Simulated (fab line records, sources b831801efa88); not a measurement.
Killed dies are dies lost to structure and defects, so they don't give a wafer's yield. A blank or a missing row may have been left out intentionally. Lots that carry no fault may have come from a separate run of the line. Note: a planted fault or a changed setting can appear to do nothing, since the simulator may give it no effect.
One fault seen from 2 desks | flow gf180mcu | every desk sees just its own numbers, and what lay behind them comes last

## TOOL OWNER'S DESK, rie-diel-01
The tool's own readings at GF_V3_ETCH_16 (etches BARC in N2/H2): means of the sampled wafers that have a number, for each lot that ran on this tool. Any lot whose mean is over 4 standard deviations away from the usual mean is out of limits and marked OUT; that distance is given in the brackets.
Columns: A = drypump-motor-current-A at GF_V3_ETCH_16, usual 5.6 A; B = oes-product-au at GF_V3_ETCH_16, usual 0.855 a.u.; C = rf-fwd-power-W at GF_V3_ETCH_16, usual 494.5 W; D = throttle-valve-pct at GF_V3_ETCH_16, usual 13.225 %
lot  | first seen here | A   | B                | C               | D
L903 | day 24 08:58    | 6.4 | 0.850            | 494.5           | 13.226
L906 | day 25 13:14    | 6.1 | 0.831 (-4.8) OUT | 428.9 (-30) OUT | 13.229
This desk's verdict: out of limits on L906, starting with L906 at day 25 13:14 (oes-product-au at GF_V3_ETCH_16). L903: within limits.

## THE METROLOGY DESK
Means of the sampled wafers that have a number, per lot and without regard to the tool the lot ran on: this is what the gauges read. Any lot whose mean is over 4 standard deviations away from the usual mean is out of limits and marked OUT; that distance is given in the brackets.
Columns: A = V3_BOW at GF_V3_BOW_MEAS_05, usual 117 um; B = cd-nm at GF_V3_CD_MEAS_14, usual 260.2 nm; C = V3_OVL at GF_V3_OVL_MEAS_15, usual -2 nm
lot  | first seen here | A   | B     | C
L898 | day 22 00:01    | 116 | 259.7 | -1
L903 | day 23 10:55    | 120 | 259.6 | -4
L906 | day 24 15:32    | 109 | 260.1 | -7
L916 | day 27 22:43    | 120 | 260.6 | 4
L920 | day 28 20:52    | 125 | 261.4 | -1
Result from this desk: across the 5 lots, nothing is out of limits.

## PUT TOGETHER
An alarm could have come from the tool owner's desk at day 25 13:14, on L906.
From the metrology desk's view, nothing was out of limits.
The metrology desk has L906 on record, within its limits.
The lots listed all ran GF_V3_ETCH_16 on rie-diel-01.

## WHAT HAD BEEN PUT IN BY THE SIMULATOR
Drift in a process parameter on rie-diel-01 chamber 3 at GF_V3_ETCH_16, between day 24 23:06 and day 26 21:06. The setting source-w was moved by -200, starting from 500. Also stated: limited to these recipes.
Shown lots that were struck: L906.
Time in hours from fault onset to the first out-of-limits reading at each desk: the tool owner's desk, 14.
